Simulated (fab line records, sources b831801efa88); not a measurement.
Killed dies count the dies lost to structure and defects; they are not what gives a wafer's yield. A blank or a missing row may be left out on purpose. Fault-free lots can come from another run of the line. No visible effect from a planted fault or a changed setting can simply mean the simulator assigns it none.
Matching of chambers :: flow sky130 :: pecvd-03 running SKY_PASSIVATION_CVD_02: 3 sister chambers
The step deposits Si3N4, target thk 540 nm. 3 wafers are shown with their chamber, then 7 later ones without.

== WAFERS WITH THEIR CHAMBER ==
wafer: L084.3
chamber: 0
heater-power-outer-w (W): 397

wafer: L086.1
chamber: 2
heater-power-outer-w (W): 421

wafer: L086.2
chamber: 1
heater-power-outer-w (W): 550

== WAFERS WHOSE CHAMBER IS MISSING ==
wafer: L086.3
heater-power-outer-w (W): 411

wafer: L089.1
heater-power-outer-w (W): 423

wafer: L089.5
heater-power-outer-w (W): 443

wafer: L089.6
heater-power-outer-w (W): 513

wafer: L092.2
heater-power-outer-w (W): 361

wafer: L092.3
heater-power-outer-w (W): 457

wafer: L092.4
heater-power-outer-w (W): 471

== THE CHAMBER EACH PASSED THROUGH ==
wafer: L086.3
from the rows above: can't be placed: 2 or 0
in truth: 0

wafer: L089.1
from the rows above: can't be placed: 2 or 0
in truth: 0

wafer: L089.5
from the rows above: can't be placed: 2 or 0
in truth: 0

wafer: L089.6
from the rows above: can't be placed: 1 or 2
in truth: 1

wafer: L092.2
from the rows above: can't be placed: 0 or 2
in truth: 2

wafer: L092.3
from the rows above: can't be placed: 2 or 0 or 1
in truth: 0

wafer: L092.4
from the rows above: can't be placed: 2 or 0 or 1
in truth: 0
Correctly placed: 0 of 7. Unplaceable from these rows: 7, with the true chamber sitting among the candidates in 7. Wrongly placed: 0.
How it was worked out, from the rows above alone: a wafer's distance from a chamber is the root of the sum, over the readings, of the square of ((its reading less the chamber's mean) divided by the reading's scatter). The wafer belongs to the nearest chamber; if the next one is less than 2 further off, it can't be placed. Each chamber's mean is taken over the wafers shown for it. The scatter: root of mean squared gap, hidden wafer to nearest shown wafer, with one shown wafer a chamber.
